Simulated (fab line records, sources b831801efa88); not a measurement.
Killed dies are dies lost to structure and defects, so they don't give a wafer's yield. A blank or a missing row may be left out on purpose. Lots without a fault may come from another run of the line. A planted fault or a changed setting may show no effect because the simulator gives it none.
Which tool did it? | flow gf180mcu | 11 lots, 33 wafers sampled, at 4 steps of a route of 602

WHAT THE GAUGES READ, wafer by wafer
GF_M4_RS_MEAS_05: measures by four-point-probe.
lot  | measured     | on            | M4_ALCU_RS (ohm/sq)
L684 | day 23 03:08 | film_metro-04 | 0.0693 0.0694 0.0699
L687 | day 23 22:15 | film_metro-04 | 0.0691 0.0695 0.0695
L688 | day 24 12:08 | film_metro-03 | 0.0705 0.0708 0.0702
L689 | day 24 19:03 | film_metro-03 | 0.0704 0.0699 0.0708
L691 | day 25 11:29 | film_metro-04 | 0.0704 0.0689 0.0705
L692 | day 25 18:48 | film_metro-03 | 0.0699 0.0695 0.0700
L693 | day 26 08:01 | film_metro-01 | 0.0692 0.0691 0.0693
L700 | day 28 04:23 | film_metro-03 | 0.0430 0.0692 0.0429
L703 | day 29 00:50 | film_metro-01 | 0.0432 0.0428 0.0686
L705 | day 29 12:00 | film_metro-03 | 0.0691 0.0693 0.0690
L706 | day 29 18:04 | film_metro-04 | 0.0696 0.0695 0.0690

WHICH TOOL RAN EACH LOT (tool, then ch and the chambers of the sampled wafers, then the start)
lot  | GF_V3_CVD_02                    | GF_V3_STRIP_18                       | GF_M4_SPUTTER_02
L684 | pecvd-04 ch 1,2, day 22 01:56   | plasma_asher-04 ch 0,1, day 23 01:41 | pvd_sputter-02, day 23 03:01
L687 | pecvd-04 ch 0,2, day 22 20:59   | plasma_asher-01 ch 0,1, day 23 20:46 | pvd_sputter-02, day 23 22:07
L688 | pecvd-04 ch 0,1,2, day 23 11:30 | plasma_asher-04 ch 0,1, day 24 10:35 | pvd_sputter-01, day 24 12:02
L689 | pecvd-03 ch 0,1, day 23 18:13   | plasma_asher-01 ch 0,1, day 24 17:36 | pvd_sputter-01, day 24 18:58
L691 | pecvd-01 ch 0,1,2, day 24 11:29 | plasma_asher-02 ch 0,1, day 25 09:55 | pvd_sputter-01, day 25 11:22
L692 | pecvd-03 ch 0,1,2, day 24 18:41 | plasma_asher-01 ch 0,1, day 25 16:53 | pvd_sputter-04, day 25 18:43
L693 | pecvd-01 ch 0,1,2, day 25 08:23 | plasma_asher-04 ch 0,1, day 26 06:26 | pvd_sputter-02, day 26 07:55
L700 | pecvd-03 ch 0,1, day 27 05:58   | plasma_asher-04 ch 0,1, day 28 02:56 | pvd_sputter-02, day 28 04:17
L703 | pecvd-04 ch 0,2, day 28 03:38   | plasma_asher-01 ch 0,1, day 28 23:23 | pvd_sputter-02, day 29 00:45
L705 | pecvd-04 ch 1,2, day 28 14:47   | plasma_asher-01 ch 0,1, day 29 10:33 | pvd_sputter-01, day 29 11:54
L706 | pecvd-04 ch 1,2, day 28 20:35   | plasma_asher-02 ch 0,1, day 29 16:36 | pvd_sputter-04, day 29 17:58
- GF_V3_CVD_02: deposits SiO2 from TEOS, target thk 850 nm, time 94.851 s.
- GF_V3_STRIP_18: strips in O2/N2.
- GF_M4_SPUTTER_02: material AlCu, target thk 450 nm, time 23.9 s.

THE ANSWER, worked out from the rows above alone
Rule: what is usual is taken from the lots themselves. Put in order of their means at a reading, lots are off if they are a third of the lots or fewer, leave a main group of 4 or more, and stand apart from it by a gap of 3 or more times the standard deviation of the main group's means; of several such gaps the widest counts. A main group whose means are all the same, to the digits that the tables above print for the reading, isn't used. A lot without any number at a reading at which 4 lots or more have one is off too. The other lots that the step has rows for count as sound.
Off: L700, L703, at GF_M4_RS_MEAS_05 (M4_ALCU_RS). The main group: mean 0.0697 ohm/sq, standard deviation 0.00047.
A tool fits if, at a process step before that reading, it ran every lot that is off, and no sound lot after the first of them. The gauges at GF_M4_RS_MEAS_05 are tried like those tools. One fits: pvd_sputter-02 at GF_M4_SPUTTER_02. Its last sound lot is L693 (day 26 07:55), its first lot that is off L700 (day 28 04:17): a fault that began between those two fits.

WHAT THE SIMULATOR HAD PUT IN
Process parameter drift: pvd_sputter-02, from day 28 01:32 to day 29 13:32, at GF_M4_SPUTTER_02. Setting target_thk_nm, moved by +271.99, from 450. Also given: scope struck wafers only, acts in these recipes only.
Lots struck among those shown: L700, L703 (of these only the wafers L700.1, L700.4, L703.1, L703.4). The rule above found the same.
